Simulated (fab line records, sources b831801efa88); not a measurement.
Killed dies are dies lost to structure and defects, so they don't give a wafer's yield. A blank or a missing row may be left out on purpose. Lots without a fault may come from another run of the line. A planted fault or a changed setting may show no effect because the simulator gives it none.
Which tool did it? | flow sky130 | 13 lots, 39 wafers sampled, at 6 steps of a route of 708

WHAT THE GAUGES READ, wafer by wafer
SKY_PWDE_OVL_MEAS_07. Usual: PWDE_OVL -0.4 nm, standard deviation 1.3.
lot  | measured    | on         | PWDE_OVL (nm)  | flag
L710 | day 3 22:18 | overlay-02 | -0.6 0.2 -1.5  |
L711 | day 4 00:33 | overlay-02 | -0.9 0.0 0.8   |
L712 | day 4 09:39 | overlay-02 | -1.4 -3.1 -3.1 |
L713 | day 4 14:30 | overlay-01 | 2.0 2.1 2.7    |
L714 | day 4 15:39 | overlay-01 | -0.4 1.3 1.6   |
L716 | day 5 07:04 | overlay-02 | -3.8 -1.5 0.3  |
L717 | day 5 14:33 | overlay-01 | -0.4 -0.3 0.1  |
L718 | day 5 16:34 | overlay-01 | 0.2 -1.4 -0.5  |
L719 | day 5 23:27 | overlay-01 | -2.1 -0.5 -0.5 |
L720 | day 6 02:17 | overlay-01 | -2.4 1.1 -0.9  |
L722 | day 6 15:15 | overlay-02 | 3.0 1.0 1.5    |
L723 | day 6 20:06 | overlay-01 | -2.2 -0.9 0.2  |
L733 | day 9 05:46 | overlay-02 | 1.2 1.0 1.2    |

SKY_VT_ADJUST_HVTP_CD_MEAS_07: target cd 380 nm. Usual: cd_nm 381 nm, standard deviation 3.2.
lot  | measured     | on        | cd_nm (nm)  | flag
L710 | day 6 03:30  | cd_sem-02 | 382 382 379 |
L711 | day 6 06:34  | cd_sem-01 | 380 377 380 |
L712 | day 6 17:06  | cd_sem-02 | 378 381 380 |
L713 | day 6 21:40  | cd_sem-02 | 381 382 380 |
L714 | day 6 23:29  | cd_sem-01 | 381 384 381 |
L716 | day 7 17:16  | cd_sem-02 | 385 382 382 |
L717 | day 8 01:19  | cd_sem-01 | 385 386 384 |
L718 | day 8 04:50  | cd_sem-02 | 387 387 387 |
L719 | day 8 11:04  | cd_sem-02 | 381 379 378 |
L720 | day 8 13:56  | cd_sem-02 | 387 385 386 |
L722 | day 9 03:33  | cd_sem-01 | 381 380 381 |
L723 | day 9 10:34  | cd_sem-01 | 378 378 376 |
L733 | day 12 04:40 | cd_sem-01 | 378 377 380 |

SKY_VT_ADJUST_LVTN_OVL_MEAS_07. Usual: VT_ADJUST_LVTN_OVL -0.7 nm, standard deviation 1.2.
lot  | measured     | on         | VT_ADJUST_LVTN_OVL (nm) | flag
L710 | day 6 22:22  | overlay-01 | 1.0 -0.3 -1.3           |
L711 | day 7 02:06  | overlay-02 | -2.7 -1.8 -3.3          |
L712 | day 7 12:36  | overlay-02 | -1.8 -0.7 -1.5          |
L713 | day 7 17:37  | overlay-02 | -0.6 -1.2 -1.0          |
L714 | day 7 18:56  | overlay-01 | -1.1 -1.6 -1.7          |
L716 | day 8 13:25  | overlay-01 | -2.0 0.3 -0.2           |
L717 | day 8 22:40  | overlay-01 | -0.9 -1.5 0.8           |
L718 | day 9 01:50  | overlay-02 | -1.4 -2.0 -2.2          |
L719 | day 9 09:06  | overlay-01 | 0.0 -2.6 0.7            |
L720 | day 9 11:29  | overlay-02 | -0.7 -1.4 -1.2          |
L722 | day 10 02:10 | overlay-01 | 0.1 -0.1 1.8            |
L723 | day 10 09:10 | overlay-02 | - - -                   | OFF
L733 | day 13 06:38 | overlay-01 | -1.8 -1.9 -0.4          |

SKY_VT_ADJUST_LVTN_TW_MEAS_10. Usual: VT_ADJUST_LVTN_TW 241.9, standard deviation 2.
lot  | measured     | on            | VT_ADJUST_LVTN_TW | flag
L710 | day 6 22:40  | film_metro-01 | 241.4 242.9 240.9 |
L711 | day 7 02:23  | film_metro-03 | 241.1 241.3 241.4 |
L712 | day 7 12:53  | film_metro-03 | 241.0 239.7 241.4 |
L713 | day 7 17:55  | film_metro-03 | 242.1 240.6 240.5 |
L714 | day 7 19:13  | film_metro-01 | 241.0 240.2 240.3 |
L716 | day 8 13:43  | film_metro-01 | 239.0 239.6 239.4 |
L717 | day 8 22:58  | film_metro-04 | 244.0 243.1 243.6 |
L718 | day 9 02:07  | film_metro-04 | 245.3 245.3 245.9 |
L719 | day 9 09:23  | film_metro-04 | 245.5 244.4 245.3 |
L720 | day 9 11:46  | film_metro-01 | 240.5 240.8 241.3 |
L722 | day 10 02:27 | film_metro-01 | 241.7 240.7 240.9 |
L723 | day 10 09:27 | film_metro-04 | 30.3 30.3 30.2    | OFF
L733 | day 13 06:55 | film_metro-03 | 240.9 240.7 242.2 |

WHICH TOOL RAN EACH LOT (tool, then ch and the chambers of the sampled wafers, then the start)
lot  | SKY_NWELL_STRIP_25                   | SKY_VT_ADJUST_LVTN_EXPOSE_04
L710 | plasma_asher-04 ch 0,1, day 5 09:14  | iline_stepper-01 ch 0, day 6 13:29
L711 | plasma_asher-03 ch 0, day 5 11:44    | iline_stepper-02 ch 0, day 6 17:15
L712 | plasma_asher-01 ch 0,1, day 5 21:35  | iline_stepper-02 ch 0, day 7 02:31
L713 | plasma_asher-03 ch 0,1, day 6 02:16  | iline_stepper-01 ch 0, day 7 08:17
L714 | plasma_asher-01 ch 0,1, day 6 04:02  | iline_stepper-01 ch 0, day 7 09:38
L716 | plasma_asher-03 ch 0,1, day 6 21:28  | iline_stepper-02 ch 0, day 8 03:35
L717 | plasma_asher-03 ch 0,1, day 7 05:17  | iline_stepper-01 ch 0, day 8 12:38
L718 | plasma_asher-04 ch 0,1, day 7 08:15  | iline_stepper-01 ch 0, day 8 15:07
L719 | plasma_asher-03 ch 0,1, day 7 15:08  | iline_stepper-02 ch 0, day 8 22:20
L720 | plasma_asher-04 ch 0,1, day 7 17:23  | iline_stepper-02 ch 0, day 9 00:40
L722 | plasma_asher-04 ch 0,1, day 8 06:11  | iline_stepper-02 ch 0, day 9 14:55
L723 | plasma_asher-03 ch 0,1, day 8 12:47  | iline_stepper-01 ch 0, day 9 21:45
L733 | plasma_asher-04 ch 0,1, day 11 04:20 | iline_stepper-02 ch 0, day 12 18:01
- SKY_NWELL_STRIP_25: strips in O2/N2.
- SKY_VT_ADJUST_LVTN_EXPOSE_04: exposes mask NWM COMPLEMENT LESS NATIVE, target cd 840 nm.

WHAT THE TOOLS THEMSELVES READ (means of the sampled wafers that have a number; where no wafer has one, the mark that the record gives instead)
SKY_NWELL_STRIP_25. Usual: chamber_pressure_mTorr 1500.0 mTorr, standard deviation 1.4; drypump_motor_current_A 5.8 A, standard deviation 0.55; oes_product_au 0.722 a.u., standard deviation 0.0044; strip_time_to_endpoint_s 36.95 s, standard deviation 0.12.
lot  | tool            | chamber_pressure_mTorr (mTorr) | drypump_motor_current_A (A) | oes_product_au (a.u.) | strip_time_to_endpoint_s (s) | flag
L710 | plasma_asher-04 | 1499.5                         | 6.2                         | 0.720                 | 36.90                        |
L711 | plasma_asher-03 | 1501.1                         | 6.0                         | 0.721                 | 37.03                        |
L712 | plasma_asher-01 | 1498.9                         | 5.7                         | 0.717                 | 37.15                        |
L713 | plasma_asher-03 | 1499.3                         | 6.0                         | 0.718                 | 36.94                        |
L714 | plasma_asher-01 | 1499.4                         | 5.3                         | 0.725                 | 36.86                        |
L716 | plasma_asher-03 | 1500.0                         | 6.0                         | 0.725                 | 37.00                        |
L717 | plasma_asher-03 | 1499.8                         | 6.0                         | 0.720                 | 37.13                        |
L718 | plasma_asher-04 | 1501.4                         | 6.2                         | 0.724                 | 37.09                        |
L719 | plasma_asher-03 | 1501.0                         | 5.9                         | 0.726                 | 37.10                        |
L720 | plasma_asher-04 | 1499.7                         | 6.2                         | 0.720                 | 36.96                        |
L722 | plasma_asher-04 | 1500.6                         | 6.2                         | 0.727                 | 36.98                        |
L723 | plasma_asher-03 | 1501.0                         | 6.0                         | 0.722                 | 37.06                        |
L733 | plasma_asher-04 | 1499.2                         | 6.2                         | 0.727                 | 37.04                        |

THE ANSWER, worked out from the rows above alone
Rule: a lot is off if the mean of its wafers that have a number lies more than 3 standard deviations from the usual mean. A lot without any number at a reading at which 4 lots or more have one is off too. The other lots that the step has rows for count as sound. The gauges are gone through in route order, then the tools' own readings, and for those a lot's mean is taken as printed above. The first step at which some lot is off is used, and at that step the reading that is off furthest; a lot without a number counts as furthest.
Off: L723, at SKY_VT_ADJUST_LVTN_OVL_MEAS_07 (VT_ADJUST_LVTN_OVL). Without a number there: L723.
A tool fits if, at a process step before that reading, it ran every lot that is off, and no sound lot after the first of them. The gauges at SKY_VT_ADJUST_LVTN_OVL_MEAS_07 aren't tried: what is off there is off at SKY_VT_ADJUST_LVTN_TW_MEAS_10 too, on other tools, and a gauge's error can't cause that. Can't be told from this: 2 tools fit, plasma_asher-03 at SKY_NWELL_STRIP_25, iline_stepper-01 at SKY_VT_ADJUST_LVTN_EXPOSE_04.

WHAT THE SIMULATOR HAD PUT IN
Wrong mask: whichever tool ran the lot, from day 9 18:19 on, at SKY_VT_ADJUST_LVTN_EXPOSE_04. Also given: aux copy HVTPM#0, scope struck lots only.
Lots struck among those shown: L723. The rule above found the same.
